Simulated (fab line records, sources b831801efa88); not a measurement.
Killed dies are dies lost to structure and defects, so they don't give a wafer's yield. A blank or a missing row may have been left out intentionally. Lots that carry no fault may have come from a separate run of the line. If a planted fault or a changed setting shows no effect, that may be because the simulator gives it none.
fab line records / flow sfqLine / part 2 of 2: steps 27 to 37 of 37
record: lots: 5 wafers: 15 lastDay: 92
route steps=325 shown I6@273 M7@281 I7@296
lots with no fault: from the same line, run without faults
startH: the number of hours between the record's first day and the start of the first shown wafer of the lot / waitH: time in hours since the lot's previous step / " unchanged from the row above / L1.1+2: several wafers, shown together as one row / - value missing, or start not given / * or withheld: withheld / < > ~ a bound
route shown NAME@n: a module of which the file shows steps, and the number in the route of the first / usual: the fault-free wafers' mean and standard deviation / same: alike in all rows / chamber/n: place in a boat / sites: readings site by site / _std_site: the standard deviation of these / _edge_site: inner sites' mean taken away from outer sites' mean / radiusMm: for every site, how far away it sits from the centre of the wafer / mask NAME#n: copy n / behind: the last tool/chamber to shape the wafer / hold: why the lot was held/for how many hours/how that ended / device: the n, p or np transistor that did not switch / end of line: tests run on the same wafers once the route is complete / a step with no rows: only its recipe / killed: count of dies lost to structure and defects at first sort (not the wafer's yield) / map: dies across one wafer; x = killed, . = not, _ = none there
set.NAME: the run value of the setting; set.NAME@STEP: its run value at that earlier step / model.NAME: the simulator's own value behind a step, which no gauge read
certain route steps with their lots: each step a table, each wafer a row
services: from which hour (startH, from the record's first day; less than 0 if before it) a tool's chamber was out of use, for how many hours, and why
== steps ==
step: SFQ_TRILAYER_I7_VIA_LITHO_COAT_192
recipe: resist: BARC spinRpm: 3000 resistThkNm: 62
lot.wafer=L075.1+2+5 tool=lithoTrack-02 chamber=0 startH=1952.60 waitH=1.0
lot.wafer=L076.1+5+6 tool=lithoTrack-04 chamber=0 startH=1955.64 waitH=1.0
lot.wafer=L081.1+2+4 tool=lithoTrack-02 chamber=0 startH=2057.32 waitH=1.0
lot.wafer=L084.1+2+6 tool=lithoTrack-02 chamber=0 startH=2062.46 waitH=1.0
lot.wafer=L096.3+4+5 tool=lithoTrack-01 chamber=0 startH=2119.69 waitH=0.7
step: SFQ_TRILAYER_I7_VIA_LITHO_COAT_187
recipe: resist: KrF spinRpm: 3000 resistThkNm: 650
lot.wafer=L075.1+2+5 tool=lithoTrack-02 chamber=0 startH=1952.90 waitH=0.2
lot.wafer=L076.1+5+6 tool=lithoTrack-04 chamber=0 startH=1955.94 waitH=0.2
lot.wafer=L081.1+2+4 tool=lithoTrack-02 chamber=0 startH=2057.62 waitH=0.2
lot.wafer=L084.1+2+6 tool=lithoTrack-02 chamber=0 startH=2062.76 waitH=0.2
lot.wafer=L096.3+4+5 tool=lithoTrack-01 chamber=0 startH=2119.99 waitH=0.2
step: SFQ_TRILAYER_I7_VIA_LITHO_SOFTBAKE_191
recipe: tempC: withheld timeS: withheld resist: KrF
lot.wafer=L075.1+2+5 tool=lithoTrack-02 chamber=0 startH=1953.20 waitH=0.2
lot.wafer=L076.1+5+6 tool=lithoTrack-04 chamber=0 startH=1956.24 waitH=0.2
lot.wafer=L081.1+2+4 tool=lithoTrack-02 chamber=0 startH=2057.92 waitH=0.2
lot.wafer=L084.1+2+6 tool=lithoTrack-02 chamber=0 startH=2063.06 waitH=0.2
lot.wafer=L096.3+4+5 tool=lithoTrack-01 chamber=0 startH=2120.24 waitH=0.2
step: SFQ_TRILAYER_I7_VIA_LITHO_EXPOSE_188
recipe: maskId: I7 na: 0.6 sourceShape: conventional sigmaOuter: 0.65 targetCdNm: 1000 doseMj: 21.3
lot.wafer=L075.1+2+5 tool=krfScanner-02 chamber=0 startH=1953.35 waitH=- mask=I7#0
lot.wafer=L076.1+5+6 tool=krfScanner-02 chamber=0 startH=1956.39 waitH=- mask=I7#0
lot.wafer=L081.1+2+4 tool=krfScanner-01 chamber=0 startH=2058.07 waitH=- mask=I7#0
lot.wafer=L084.1+2+6 tool=krfScanner-01 chamber=0 startH=2063.49 waitH=- mask=I7#0
lot.wafer=L096.3+4+5 tool=krfScanner-01 chamber=0 startH=2121.46 waitH=- mask=I7#0
step: SFQ_TRILAYER_I7_VIA_LITHO_PEB_190
recipe: pebTempC: 115 pebTimeS: 60 resist: KrF
usual: plateTempC: 115.03/0.14
lot.wafer=L075.1 tool=lithoTrack-02 chamber=0 startH=1954.55 waitH=1.0 plateTempC=115.07
lot.wafer=L075.2 tool=lithoTrack-02 chamber=0 startH=1954.55 waitH=1.0 plateTempC=114.97
lot.wafer=L075.5 tool=lithoTrack-02 chamber=0 startH=1954.55 waitH=1.0 plateTempC=115.13
lot.wafer=L076.1 tool=lithoTrack-04 chamber=0 startH=1957.59 waitH=1.0 plateTempC=114.90
lot.wafer=L076.5 tool=lithoTrack-04 chamber=0 startH=1957.59 waitH=1.0 plateTempC=114.93
lot.wafer=L076.6 tool=lithoTrack-04 chamber=0 startH=1957.59 waitH=1.0 plateTempC=114.99
lot.wafer=L081.1 tool=lithoTrack-02 chamber=0 startH=2059.27 waitH=1.0 plateTempC=115.03
lot.wafer=L081.2 tool=lithoTrack-02 chamber=0 startH=2059.27 waitH=1.0 plateTempC=115.12
lot.wafer=L081.4 tool=lithoTrack-02 chamber=0 startH=2059.27 waitH=1.0 plateTempC=114.97
lot.wafer=L084.1 tool=lithoTrack-02 chamber=0 startH=2064.69 waitH=1.0 plateTempC=115.09
lot.wafer=L084.2 tool=lithoTrack-02 chamber=0 startH=2064.69 waitH=1.0 plateTempC=115.00
lot.wafer=L084.6 tool=lithoTrack-02 chamber=0 startH=2064.69 waitH=1.0 plateTempC=115.09
lot.wafer=L096.3 tool=lithoTrack-04 chamber=0 startH=2122.31 waitH=0.7 plateTempC=115.10
lot.wafer=L096.4 tool=lithoTrack-04 chamber=0 startH=2122.31 waitH=0.7 plateTempC=115.16
lot.wafer=L096.5 tool=lithoTrack-04 chamber=0 startH=2122.31 waitH=0.7 plateTempC=115.20
step: SFQ_TRILAYER_I7_VIA_LITHO_DEVELOP_189
recipe: timeS: 60 resist: KrF
lot.wafer=L075.1+2+5 tool=lithoTrack-02 chamber=0 startH=1954.70 waitH=0.1
lot.wafer=L076.1+5+6 tool=lithoTrack-04 chamber=0 startH=1957.74 waitH=0.1
lot.wafer=L081.1+2+4 tool=lithoTrack-02 chamber=0 startH=2059.42 waitH=0.1
lot.wafer=L084.1+2+6 tool=lithoTrack-02 chamber=0 startH=2064.84 waitH=0.1
lot.wafer=L096.3+4+5 tool=lithoTrack-04 chamber=0 startH=2122.46 waitH=0.1
step: SFQ_I7_OVL_MEAS_947
usual: I7_OVL: -1/5.5
lot.wafer=L075.1 tool=overlay-02 chamber=- startH=1954.85 waitH=0.1 I7_OVL[nm]=7
lot.wafer=L075.2 tool=overlay-02 chamber=- startH=1954.85 waitH=0.1 I7_OVL[nm]=7
lot.wafer=L075.5 tool=overlay-02 chamber=- startH=1954.85 waitH=0.1 I7_OVL[nm]=11
lot.wafer=L076.1 tool=overlay-02 chamber=- startH=1957.89 waitH=0.1 I7_OVL[nm]=-2
lot.wafer=L076.5 tool=overlay-02 chamber=- startH=1957.89 waitH=0.1 I7_OVL[nm]=-1
lot.wafer=L076.6 tool=overlay-02 chamber=- startH=1957.89 waitH=0.1 I7_OVL[nm]=-1
lot.wafer=L081.1 tool=overlay-02 chamber=- startH=2059.57 waitH=0.1 I7_OVL[nm]=-1
lot.wafer=L081.2 tool=overlay-02 chamber=- startH=2059.57 waitH=0.1 I7_OVL[nm]=-12
lot.wafer=L081.4 tool=overlay-02 chamber=- startH=2059.57 waitH=0.1 I7_OVL[nm]=-13
lot.wafer=L084.1 tool=overlay-01 chamber=- startH=2064.99 waitH=0.1 I7_OVL[nm]=-4
lot.wafer=L084.2 tool=overlay-01 chamber=- startH=2064.99 waitH=0.1 I7_OVL[nm]=-10
lot.wafer=L084.6 tool=overlay-01 chamber=- startH=2064.99 waitH=0.1 I7_OVL[nm]=-7
lot.wafer=L096.3 tool=overlay-01 chamber=- startH=2122.57 waitH=0.1 I7_OVL[nm]=-2
lot.wafer=L096.4 tool=overlay-01 chamber=- startH=2122.57 waitH=0.1 I7_OVL[nm]=2
lot.wafer=L096.5 tool=overlay-01 chamber=- startH=2122.57 waitH=0.1 I7_OVL[nm]=4
step: SFQ_TRILAYER_I7_VIA_BARC_OPEN_VIA_ETCH_260
recipe: maskMaterial: PR chemistry: O2 targetDepthNm: 125 target: BARC sourceW: 500 biasW: 80 pressureMtorr: 30 timeS: 41.7
usual: biasW: 80.07/0.25 drypumpMotorCurrentA: 5.9/0.59 oesProductAu: 0.684/0.0046 rfFwdPowerW: 494.6/2.2
lot.wafer=L075.1 tool=rieDiel-02 chamber=2 startH=1954.88 waitH=0.0 biasW=80.01 drypumpMotorCurrentA=6.7 oesProductAu=0.688 rfFwdPowerW=495.6 rfHoursCounterH=2
lot.wafer=L075.2 tool=rieDiel-02 chamber=1 startH=1954.88 waitH=0.0 biasW=79.94 drypumpMotorCurrentA=5.7 oesProductAu=0.683 rfFwdPowerW=492.2 rfHoursCounterH=13
lot.wafer=L075.5 tool=rieDiel-02 chamber=3 startH=1954.88 waitH=0.0 biasW=79.94 drypumpMotorCurrentA=5.6 oesProductAu=0.677 rfFwdPowerW=493.2 rfHoursCounterH=-
lot.wafer=L076.1 tool=rieDiel-01 chamber=1 startH=1957.92 waitH=0.0 biasW=79.76 drypumpMotorCurrentA=6.7 oesProductAu=0.682 rfFwdPowerW=496.8 rfHoursCounterH=11
lot.wafer=L076.5 tool=rieDiel-01 chamber=3 startH=1957.92 waitH=0.0 biasW=79.76 drypumpMotorCurrentA=6.4 oesProductAu=0.676 rfFwdPowerW=496.8 rfHoursCounterH=-
lot.wafer=L076.6 tool=rieDiel-01 chamber=0 startH=1957.92 waitH=0.0 biasW=79.67 drypumpMotorCurrentA=6.0 oesProductAu=0.683 rfFwdPowerW=494.1 rfHoursCounterH=-
lot.wafer=L081.1 tool=rieDiel-02 chamber=3 startH=2059.60 waitH=0.0 biasW=80.28 drypumpMotorCurrentA=5.6 oesProductAu=0.684 rfFwdPowerW=494.5 rfHoursCounterH=8
lot.wafer=L081.2 tool=rieDiel-02 chamber=0 startH=2059.60 waitH=0.0 biasW=79.97 drypumpMotorCurrentA=5.0 oesProductAu=0.695 rfFwdPowerW=496.1 rfHoursCounterH=8
lot.wafer=L081.4 tool=rieDiel-02 chamber=1 startH=2059.60 waitH=0.0 biasW=80.53 drypumpMotorCurrentA=5.7 oesProductAu=0.688 rfFwdPowerW=492.9 rfHoursCounterH=14
lot.wafer=L084.1 tool=rieDiel-02 chamber=3 startH=2065.02 waitH=0.0 biasW=80.05 drypumpMotorCurrentA=5.6 oesProductAu=0.688 rfFwdPowerW=489.9 rfHoursCounterH=8
lot.wafer=L084.2 tool=rieDiel-02 chamber=0 startH=2065.02 waitH=0.0 biasW=80.32 drypumpMotorCurrentA=5.0 oesProductAu=0.695 rfFwdPowerW=494.4 rfHoursCounterH=9
lot.wafer=L084.6 tool=rieDiel-02 chamber=1 startH=2065.02 waitH=0.0 biasW=79.94 drypumpMotorCurrentA=5.8 oesProductAu=0.686 rfFwdPowerW=494.0 rfHoursCounterH=-
lot.wafer=L096.3 tool=rieDiel-04 chamber=1 startH=2122.60 waitH=0.0 biasW=80.35 drypumpMotorCurrentA=6.4 oesProductAu=0.689 rfFwdPowerW=495.1 rfHoursCounterH=4
lot.wafer=L096.4 tool=rieDiel-04 chamber=2 startH=2122.60 waitH=0.0 biasW=80.12 drypumpMotorCurrentA=6.2 oesProductAu=0.687 rfFwdPowerW=493.1 rfHoursCounterH=14
lot.wafer=L096.5 tool=rieDiel-04 chamber=3 startH=2122.60 waitH=0.0 biasW=80.09 drypumpMotorCurrentA=5.8 oesProductAu=0.687 rfFwdPowerW=494.1 rfHoursCounterH=-
step: SFQ_TRILAYER_I7_VIA_ETCH_VIA_ETCH_190
recipe: target: SiO2 stopOn: Nb maskMaterial: PR taperDeg: 20 chemistry: CHF3 targetDepthNm: 260 sourceW: 500 biasW: 80 pressureMtorr: 30 timeS: withheld
usual: biasW: 80.02/0.23 drypumpMotorCurrentA: 5.9/0.59 oesProductAu: 0.855/0.0055 rfFwdPowerW: 498.2/1.7
lot.wafer=L075.1 tool=rieDiel-02 chamber=2 startH=1954.92 waitH=0.0 biasW=80.28 drypumpMotorCurrentA=6.7 oesProductAu=0.855 rfFwdPowerW=498.4
lot.wafer=L075.2 tool=rieDiel-02 chamber=1 startH=1954.92 waitH=0.0 biasW=80.08 drypumpMotorCurrentA=5.8 oesProductAu=0.859 rfFwdPowerW=496.5
lot.wafer=L075.5 tool=rieDiel-02 chamber=3 startH=1954.92 waitH=0.0 biasW=79.57 drypumpMotorCurrentA=5.6 oesProductAu=0.854 rfFwdPowerW=497.0
lot.wafer=L076.1 tool=rieDiel-01 chamber=1 startH=1957.96 waitH=0.0 biasW=79.84 drypumpMotorCurrentA=6.7 oesProductAu=0.858 rfFwdPowerW=499.3
lot.wafer=L076.5 tool=rieDiel-01 chamber=3 startH=1957.96 waitH=0.0 biasW=79.93 drypumpMotorCurrentA=6.5 oesProductAu=0.855 rfFwdPowerW=499.0
lot.wafer=L076.6 tool=rieDiel-01 chamber=0 startH=1957.96 waitH=0.0 biasW=80.04 drypumpMotorCurrentA=6.0 oesProductAu=0.856 rfFwdPowerW=499.5
lot.wafer=L081.1 tool=rieDiel-02 chamber=3 startH=2059.64 waitH=0.0 biasW=79.91 drypumpMotorCurrentA=5.6 oesProductAu=0.852 rfFwdPowerW=499.4
lot.wafer=L081.2 tool=rieDiel-02 chamber=0 startH=2059.64 waitH=0.0 biasW=80.14 drypumpMotorCurrentA=5.0 oesProductAu=0.868 rfFwdPowerW=498.3
lot.wafer=L081.4 tool=rieDiel-02 chamber=1 startH=2059.64 waitH=0.0 biasW=79.80 drypumpMotorCurrentA=5.7 oesProductAu=0.864 rfFwdPowerW=497.2
lot.wafer=L084.1 tool=rieDiel-02 chamber=3 startH=2065.06 waitH=0.0 biasW=80.03 drypumpMotorCurrentA=5.6 oesProductAu=0.862 rfFwdPowerW=499.6
lot.wafer=L084.2 tool=rieDiel-02 chamber=0 startH=2065.06 waitH=0.0 biasW=80.27 drypumpMotorCurrentA=5.0 oesProductAu=0.862 rfFwdPowerW=496.6
lot.wafer=L084.6 tool=rieDiel-02 chamber=1 startH=2065.06 waitH=0.0 biasW=79.94 drypumpMotorCurrentA=5.8 oesProductAu=0.851 rfFwdPowerW=498.4
lot.wafer=L096.3 tool=rieDiel-04 chamber=1 startH=2122.64 waitH=0.0 biasW=80.30 drypumpMotorCurrentA=6.4 oesProductAu=0.853 rfFwdPowerW=496.4
lot.wafer=L096.4 tool=rieDiel-04 chamber=2 startH=2122.64 waitH=0.0 biasW=80.22 drypumpMotorCurrentA=6.2 oesProductAu=0.846 rfFwdPowerW=496.7
lot.wafer=L096.5 tool=rieDiel-04 chamber=3 startH=2122.64 waitH=0.0 biasW=79.85 drypumpMotorCurrentA=5.8 oesProductAu=0.850 rfFwdPowerW=499.7
step: SFQ_TRILAYER_I7_VIA_STRIP_STRIP_191
recipe: gas: O2 powerW: 200 platenTempC: 40 overashFraction: 0.65 chemistry: O2 pressureMtorr: 50
usual: drypumpMotorCurrentA: 5.4/0.32 oesProductAu: 1.001/0.012
lot.wafer=L075.1 tool=rieMetal-02 chamber=0 startH=1955.04 waitH=- drypumpMotorCurrentA=5.6 oesProductAu=1.009 rfHoursCounterH=89
lot.wafer=L075.2 tool=rieMetal-02 chamber=1 startH=1955.04 waitH=- drypumpMotorCurrentA=4.7 oesProductAu=1.021 rfHoursCounterH=93
lot.wafer=L075.5 tool=rieMetal-02 chamber=1 startH=1955.04 waitH=- drypumpMotorCurrentA=4.7 oesProductAu=1.021 rfHoursCounterH=-
lot.wafer=L076.1 tool=rieMetal-02 chamber=0 startH=1958.07 waitH=- drypumpMotorCurrentA=5.7 oesProductAu=0.998 rfHoursCounterH=90
lot.wafer=L076.5 tool=rieMetal-02 chamber=1 startH=1958.07 waitH=- drypumpMotorCurrentA=4.7 oesProductAu=1.028 rfHoursCounterH=-
lot.wafer=L076.6 tool=rieMetal-02 chamber=0 startH=1958.07 waitH=- drypumpMotorCurrentA=5.7 oesProductAu=1.021 rfHoursCounterH=-
lot.wafer=L081.1 tool=rieMetal-03 chamber=0 startH=2059.76 waitH=- drypumpMotorCurrentA=5.2 oesProductAu=1.007 rfHoursCounterH=128
lot.wafer=L081.2 tool=rieMetal-03 chamber=1 startH=2059.76 waitH=- drypumpMotorCurrentA=5.5 oesProductAu=1.017 rfHoursCounterH=84
lot.wafer=L081.4 tool=rieMetal-03 chamber=0 startH=2059.76 waitH=- drypumpMotorCurrentA=5.2 oesProductAu=1.001 rfHoursCounterH=-
lot.wafer=L084.1 tool=rieMetal-01 chamber=1 startH=2065.18 waitH=- drypumpMotorCurrentA=5.4 oesProductAu=0.997 rfHoursCounterH=54
lot.wafer=L084.2 tool=rieMetal-01 chamber=0 startH=2065.18 waitH=- drypumpMotorCurrentA=5.8 oesProductAu=0.987 rfHoursCounterH=35
lot.wafer=L084.6 tool=rieMetal-01 chamber=0 startH=2065.18 waitH=- drypumpMotorCurrentA=5.8 oesProductAu=0.988 rfHoursCounterH=-
lot.wafer=L096.3 tool=rieMetal-01 chamber=1 startH=2122.95 waitH=- drypumpMotorCurrentA=5.4 oesProductAu=0.990 rfHoursCounterH=-
lot.wafer=L096.4 tool=rieMetal-01 chamber=0 startH=2122.95 waitH=- drypumpMotorCurrentA=5.8 oesProductAu=0.986 rfHoursCounterH=-
lot.wafer=L096.5 tool=rieMetal-01 chamber=0 startH=2122.95 waitH=- drypumpMotorCurrentA=5.8 oesProductAu=0.986 rfHoursCounterH=-
step: SFQ_TRILAYER_I7_VIA_STRIP_SOLV_CLEAN_192
recipe: chemistry: NMP tempC: 70 timeS: 600
lot.wafer=L075.1+2+5 tool=wetBench-03 chamber=6,1,4 startH=1955.64 waitH=0.4
lot.wafer=L076.1+5+6 tool=wetBench-03 chamber=7,1,6 startH=1958.67 waitH=0.4
lot.wafer=L081.1+2+4 tool=wetBench-01 chamber=3,6,1 startH=2060.36 waitH=0.4
lot.wafer=L084.1+2+6 tool=wetBench-02 chamber=2,0,3 startH=2065.78 waitH=0.4
lot.wafer=L096.3+4+5 tool=wetBench-03 chamber=7,5,0 startH=2123.35 waitH=0.2
== services ==
tool=krfScanner-02 chamber=- startH=1835.79 hours=3.3 kind=repair
tool=krfScanner-01 chamber=- startH=1863.38 hours=1.0 kind=pm
tool=rieDiel-02 chamber=1 startH=1879.45 hours=7.3 kind=repair
tool=krfScanner-01 chamber=- startH=1884.59 hours=6.9 kind=repair
tool=rieMetal-04 chamber=- startH=1887.24 hours=1.9 kind=repair
tool=rieMetal-04 chamber=1 startH=1889.41 hours=12.1 kind=repair
tool=krfScanner-01 chamber=- startH=1891.48 hours=1.3 kind=pm
tool=krfScanner-01 chamber=- startH=1893.98 hours=4.4 kind=pm
tool=krfScanner-01 chamber=- startH=1912.32 hours=0.8 kind=pm
tool=krfScanner-02 chamber=- startH=1918.42 hours=3.5 kind=repair
tool=rieDiel-02 chamber=- startH=1964.00 hours=1.5 kind=repair
tool=rieDiel-02 chamber=- startH=1965.03 hours=0.7 kind=repair
tool=rieDiel-02 chamber=- startH=1971.64 hours=0.8 kind=repair
tool=rieMetal-01 chamber=- startH=1977.70 hours=1.4 kind=pm
tool=rieDiel-02 chamber=- startH=1978.82 hours=0.4 kind=repair
tool=rieMetal-04 chamber=0 startH=1979.66 hours=8.0 kind=repair
tool=rieMetal-04 chamber=0 startH=1997.42 hours=15.0 kind=repair
tool=rieDiel-02 chamber=- startH=2001.17 hours=2.0 kind=repair
tool=krfScanner-01 chamber=- startH=2032.70 hours=1.0 kind=pm
tool=krfScanner-01 chamber=- startH=2060.99 hours=1.3 kind=pm
tool=rieDiel-02 chamber=3 startH=2065.72 hours=8.1 kind=repair
tool=krfScanner-01 chamber=- startH=2081.12 hours=0.8 kind=pm
tool=rieDiel-02 chamber=3 startH=2089.12 hours=3.7 kind=repair
tool=rieDiel-02 chamber=- startH=2109.00 hours=0.1 kind=repair
